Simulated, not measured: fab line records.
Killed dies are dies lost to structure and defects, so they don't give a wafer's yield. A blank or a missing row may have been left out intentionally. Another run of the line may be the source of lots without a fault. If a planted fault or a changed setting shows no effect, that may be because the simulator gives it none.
fab line records	flow gf180mcu
record lots=13	wafers=39	last-day=34
route steps=602 shown STI@31 PSD@257 SALICIDE@281 M2@366
lots that met no fault: taken from a fault-free run of the same line
start-h: the number of hours between the record's first day and the start of the first shown wafer of the lot	wait-h: hours since the lot's step before	" identical to the entry in the row above	L1.1+2: one row covering several wafers at once	- no value present, or no start provided	* or withheld: withheld	< > ~ a bound
route shown NAME@n: NAME is a module with steps in the file, n the number in the route of the first one	usual: mean/standard deviation of fault-free wafers	same: alike in all rows	chamber/n: place in a boat	sites: per-site readings	_std_site: standard deviation across them	_edge_site: the outer-site mean with the inner-site mean subtracted	radius-mm: for every site, how far away it sits from the centre of the wafer	mask NAME#n: copy n	behind: the most recent tool/chamber to have shaped the wafer	hold: why the lot was held/for how many hours/how that ended	device: the transistor (n, p or np) that didn't switch	end of line: the route-end tests of the same wafers	where a step has no rows: the recipe by itself	killed: not the wafer's yield, but the dies lost to structure and defects at the first sort	map: shows each die of a wafer: x if killed, . if not, _ if none is there
set.NAME: the setting as run; set.NAME@STEP: as run at that earlier step	model.NAME: the simulator's own value behind a step, which no gauge read
one table for each step of the route and one row for each wafer, over a sample of lots
services: when a tool's chamber went out of use (start-h, in hours from the record's first day, below 0 if earlier), for how many hours, and the reason
## steps
# step GF_STI_THK_MEAS_30
# recipe reads=SiO2_of_STI_OXIDATION_29
# usual STI_OXIDATION_02_THK=10.03/0.2
lot.wafer	tool	chamber	start-h	wait-h	STI_OXIDATION_02_THK[nm]
L746.1	film-metro-03	-	30.71	0.0	9.81
L746.3	"	-	"	"	9.73
L746.5	"	-	"	"	9.86
L747.1	film-metro-01	-	34.43	0.0	10.38
L747.2	"	-	"	"	10.27
L747.4	"	-	"	"	10.40
L748.2	film-metro-03	-	39.81	0.0	9.68
L748.3	"	-	"	"	9.74
L748.5	"	-	"	"	9.78
L749.3	film-metro-01	-	46.12	0.0	10.04
L749.4	"	-	"	"	9.93
L749.6	"	-	"	"	10.07
L750.1	film-metro-03	-	50.82	0.0	9.75
L750.2	"	-	"	"	9.78
L750.6	"	-	"	"	9.87
L751.2	film-metro-03	-	54.53	0.0	9.89
L751.5	"	-	"	"	10.04
L751.6	"	-	"	"	9.92
L752.2	film-metro-02	-	60.86	0.0	9.85
L752.4	"	-	"	"	9.88
L752.6	"	-	"	"	9.80
L755.3	film-metro-03	-	77.45	0.0	10.30
L755.4	"	-	"	"	10.22
L755.5	"	-	"	"	10.38
L759.2	film-metro-01	-	96.45	0.0	10.02
L759.3	"	-	"	"	9.77
L759.6	"	-	"	"	9.91
L764.2	film-metro-01	-	122.98	0.0	10.14
L764.4	"	-	"	"	10.21
L764.5	"	-	"	"	10.09
L765.1	film-metro-02	-	128.70	0.0	10.16
L765.4	"	-	"	"	10.14
L765.5	"	-	"	"	10.15
L766.1	film-metro-03	-	134.19	0.0	10.11
L766.2	"	-	"	"	10.26
L766.4	"	-	"	"	10.08
L768.2	film-metro-01	-	149.37	0.0	9.96
L768.4	"	-	"	"	10.04
L768.6	"	-	"	"	9.94
# step GF_PSD_IMPLANT_09
# recipe species=BF2	energy-kev=40	dose-cm2=1.5e+15	tilt-deg=7
# usual faraday-current-uA=8231/160
lot.wafer	tool	chamber	start-h	wait-h	faraday-current-uA
L746.1	implanter-03	0	320.55	0.0	8239
L746.3	"	0	"	"	8067
L746.5	"	0	"	"	8001
L747.1	implanter-02	0	328.65	0.0	8070
L747.2	"	0	"	"	8383
L747.4	"	0	"	"	8615
L748.2	implanter-02	0	332.77	0.0	8230
L748.3	"	0	"	"	8327
L748.5	"	0	"	"	8461
L749.3	implanter-03	0	341.05	0.1	8307
L749.4	"	0	"	"	8108
L749.6	"	0	"	"	7958
L750.1	implanter-02	0	351.91	0.0	7991
L750.2	"	0	"	"	8392
L750.6	"	0	"	"	8168
L751.2	implanter-03	0	356.44	0.0	8545
L751.5	"	0	"	"	8426
L751.6	"	0	"	"	8212
L752.2	implanter-04	0	365.26	0.1	8123
L752.4	"	0	"	"	8255
L752.6	"	0	"	"	8234
L755.3	implanter-04	0	390.23	0.1	8104
L755.4	"	0	"	"	8337
L755.5	"	0	"	"	7959
L759.2	implanter-04	0	429.49	0.0	8287
L759.3	"	0	"	"	8428
L759.6	"	0	"	"	8367
L764.2	implanter-02	0	470.77	0.0	8314
L764.4	"	0	"	"	8194
L764.5	"	0	"	"	7954
L765.1	implanter-02	0	478.30	0.0	8409
L765.4	"	0	"	"	8433
L765.5	"	0	"	"	8154
L766.1	implanter-02	0	491.71	0.0	8136
L766.2	"	0	"	"	8172
L766.4	"	0	"	"	7971
L768.2	implanter-04	0	512.19	0.0	8326
L768.4	"	0	"	"	8280
L768.6	"	0	"	"	7917
# step GF_PSD_STRIP_10
# recipe chemistry=O2/N2	power-w=1400	pressure-mtorr=1500	platen-temp-c=250	o2-flow-sccm=3000	n2-flow-sccm=300	overash-fraction=0.5
# usual drypump-motor-current-A=5.6/0.47	heater-power-w=329/27	oes-product-au=0.592/0.0043	strip-time-to-endpoint-s=16.53/0.037
lot.wafer	tool	chamber	start-h	wait-h	drypump-motor-current-A	heater-power-w	oes-product-au	rf-hours-counter-h	strip-time-to-endpoint-s
L746.1	plasma-asher-04	0	320.70	0.1	6.3	314	0.591	21	16.57
L746.3	"	1	"	"	5.4	350	0.585	-	16.56
L746.5	"	1	"	"	5.4	338	0.581	-	16.60
L747.1	plasma-asher-03	1	328.80	0.1	5.7	338	0.591	68	16.55
L747.2	"	0	"	"	6.1	268	0.592	68	16.55
L747.4	"	1	"	"	5.7	340	0.586	-	16.55
L748.2	plasma-asher-04	0	332.90	0.1	6.3	315	0.588	22	16.61
L748.3	"	0	"	"	6.3	316	0.595	-	16.54
L748.5	"	0	"	"	6.3	318	0.596	-	16.60
L749.3	plasma-asher-02	0	341.18	0.1	5.3	316	0.593	-	16.50
L749.4	"	1	"	"	5.0	374	0.593	-	16.51
L749.6	"	0	"	"	5.3	315	0.594	-	16.48
L750.1	plasma-asher-04	0	352.06	0.1	6.3	315	0.587	25	16.53
L750.2	"	1	"	"	5.4	337	0.595	25	16.59
L750.6	"	1	"	"	5.3	337	0.595	-	16.54
L751.2	plasma-asher-02	0	356.56	0.1	5.3	323	0.594	48	16.50
L751.5	"	1	"	"	5.0	352	0.586	-	16.49
L751.6	"	0	"	"	5.3	315	0.587	-	16.51
L752.2	plasma-asher-02	1	365.38	0.1	5.0	359	0.581	49	16.53
L752.4	"	1	"	"	5.0	360	0.595	-	16.48
L752.6	"	0	"	"	5.3	327	0.597	-	16.52
L755.3	plasma-asher-03	1	390.37	0.1	5.8	330	0.588	-	16.55
L755.4	"	0	"	"	6.1	270	0.592	-	16.53
L755.5	"	0	"	"	6.1	261	0.594	-	16.54
L759.2	plasma-asher-04	1	429.61	0.1	5.4	339	0.592	33	16.35
L759.3	"	1	"	"	5.4	347	0.585	-	16.49
L759.6	"	1	"	"	5.4	352	0.596	-	16.51
L764.2	plasma-asher-03	1	470.90	0.1	5.7	330	0.593	4	16.52
L764.4	"	0	"	"	6.1	275	0.592	-	16.51
L764.5	"	0	"	"	6.1	283	0.588	-	16.50
L765.1	plasma-asher-04	0	478.45	0.1	6.3	312	0.592	38	16.54
L765.4	"	0	"	"	6.3	315	0.592	-	16.51
L765.5	"	0	"	"	6.3	313	0.594	-	16.52
L766.1	plasma-asher-02	1	491.86	0.1	5.0	359	0.598	63	16.56
L766.2	"	0	"	"	5.3	313	0.592	63	16.53
L766.4	"	0	"	"	5.3	313	0.585	-	16.54
L768.2	plasma-asher-04	1	512.31	0.1	5.4	351	0.598	42	16.55
L768.4	"	0	"	"	6.3	325	0.593	-	16.51
L768.6	"	1	"	"	5.4	352	0.595	-	16.54
# step GF_SALICIDE_SPUTTER_03
# recipe material=TiN	target-thk-nm=20	power-w=6500	time-s=16.7	chamber-pressure-pa=0.4
# usual throttle-valve-pct=30.2/1
lot.wafer	tool	chamber	start-h	wait-h	throttle-valve-pct
L746.1	pvd-sputter-04	-	342.66	0.0	29.0
L746.3	"	-	"	"	31.3
L746.5	"	-	"	"	30.2
L747.1	pvd-sputter-02	-	351.18	0.0	30.5
L747.2	"	-	"	"	31.4
L747.4	"	-	"	"	30.0
L748.2	pvd-sputter-02	-	355.86	0.0	31.3
L748.3	"	-	"	"	30.3
L748.5	"	-	"	"	29.5
L749.3	pvd-sputter-04	-	364.31	0.0	29.2
L749.4	"	-	"	"	30.6
L749.6	"	-	"	"	29.3
L750.1	pvd-sputter-02	-	375.45	0.0	29.9
L750.2	"	-	"	"	29.7
L750.6	"	-	"	"	29.4
L751.2	pvd-sputter-03	-	379.31	0.0	31.9
L751.5	"	-	"	"	29.1
L751.6	"	-	"	"	31.3
L752.2	pvd-sputter-03	-	388.42	0.0	29.1
L752.4	"	-	"	"	28.9
L752.6	"	-	"	"	29.1
L755.3	pvd-sputter-03	-	414.36	0.0	31.7
L755.4	"	-	"	"	31.1
L755.5	"	-	"	"	29.1
L759.2	pvd-sputter-02	-	454.30	0.0	29.8
L759.3	"	-	"	"	31.4
L759.6	"	-	"	"	31.3
L764.2	pvd-sputter-04	-	496.23	0.0	29.4
L764.4	"	-	"	"	31.1
L764.5	"	-	"	"	31.4
L765.1	pvd-sputter-03	-	502.78	0.0	31.1
L765.4	"	-	"	"	29.2
L765.5	"	-	"	"	31.9
L766.1	pvd-sputter-04	-	516.86	0.0	29.2
L766.2	"	-	"	"	31.3
L766.4	"	-	"	"	30.3
L768.2	pvd-sputter-02	-	536.70	0.0	29.5
L768.4	"	-	"	"	30.3
L768.6	"	-	"	"	29.4
# step GF_M2_SPUTTER_04
# recipe material=TiN	target-thk-nm=50	power-w=6500	time-s=41.7	chamber-pressure-pa=0.4
# usual throttle-valve-pct=30.2/0.98
lot.wafer	tool	chamber	start-h	wait-h	throttle-valve-pct
L746.1	pvd-sputter-04	-	416.88	0.0	29.5
L746.3	"	-	"	"	30.5
L746.5	"	-	"	"	30.3
L747.1	pvd-sputter-02	-	425.50	0.0	30.5
L747.2	"	-	"	"	29.8
L747.4	"	-	"	"	29.7
L748.2	pvd-sputter-02	-	430.03	0.0	29.9
L748.3	"	-	"	"	29.4
L748.5	"	-	"	"	31.7
L749.3	pvd-sputter-03	-	438.36	0.0	29.3
L749.4	"	-	"	"	31.1
L749.6	"	-	"	"	29.1
L750.1	pvd-sputter-04	-	451.92	0.0	30.5
L750.2	"	-	"	"	29.2
L750.6	"	-	"	"	29.3
L751.2	pvd-sputter-02	-	456.57	0.0	29.3
L751.5	"	-	"	"	30.2
L751.6	"	-	"	"	31.3
L752.2	pvd-sputter-04	-	465.22	0.0	31.3
L752.4	"	-	"	"	30.3
L752.6	"	-	"	"	30.3
L755.3	pvd-sputter-04	-	493.06	0.0	31.4
L755.4	"	-	"	"	30.2
L755.5	"	-	"	"	29.3
L759.2	pvd-sputter-04	-	531.68	0.0	29.1
L759.3	"	-	"	"	31.4
L759.6	"	-	"	"	29.5
L764.2	pvd-sputter-03	-	571.33	0.0	31.1
L764.4	"	-	"	"	29.3
L764.5	"	-	"	"	28.8
L765.1	pvd-sputter-03	-	576.58	0.0	28.9
L765.4	"	-	"	"	29.5
L765.5	"	-	"	"	32.1
L766.1	pvd-sputter-03	-	589.55	0.0	31.2
L766.2	"	-	"	"	29.0
L766.4	"	-	"	"	29.2
L768.2	pvd-sputter-02	-	607.85	0.0	29.6
L768.4	"	-	"	"	30.6
L768.6	"	-	"	"	29.4
## services
tool	chamber	start-h	hours	kind
implanter-04	-	304.94	1.7	pm
implanter-02	-	305.25	1.7	repair
implanter-04	-	306.69	6.8	pm
pvd-sputter-04	-	322.24	9.0	repair
pvd-sputter-03	-	328.90	0.9	repair
plasma-asher-02	-	338.81	0.4	repair
implanter-04	-	341.44	18.0	repair
implanter-03	-	346.39	1.1	repair
implanter-04	-	350.18	0.5	repair
plasma-asher-03	-	412.22	0.5	repair
plasma-asher-03	-	421.25	9.0	pm
implanter-04	-	426.42	1.0	repair
plasma-asher-04	-	435.42	1.0	repair
plasma-asher-04	-	465.86	2.4	repair
implanter-02	-	484.89	3.9	pm
pvd-sputter-03	-	539.28	3.2	repair
pvd-sputter-04	-	546.96	13.0	repair
pvd-sputter-04	-	551.38	47.9	repair
pvd-sputter-02	-	557.02	1.4	repair
implanter-04	-	562.25	2.0	repair
implanter-02	-	582.30	3.4	pm
implanter-04	-	584.43	7.9	pm
pvd-sputter-04	-	603.04	1.2	repair
plasma-asher-02	-	605.46	2.7	repair
## key
first-sign step=GF_PSD_STRIP_10	reading=strip-time-to-endpoint-s	direction=down	sigmas=4.9	usual=*	struck=*
effect none on later readings
met-at GF_PSD_IMPLANT_09
struck-lots L759
struck-wafers L759.2
tester-left-out L759
not-acting-at GF_STI_THK_MEAS_30,GF_SALICIDE_SPUTTER_03,GF_M2_SPUTTER_04
onset-between 390.23 429.49
fault kind=process-parameter-drift	tool=implanter-04	chamber=-	onset-h=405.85	steps=GF_PSD_IMPLANT_09	channel=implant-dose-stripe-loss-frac	offset=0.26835	shape=step	end-h=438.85	scope=struck-wafers-only
# tester-left-out: of these lots the tester's yield and bins aren't shown, on N5 and GAA mostly nor the transistor test; their killed dies are dies lost to structure and defects alone, not to doping, threshold or leakage, so they don't give the yield
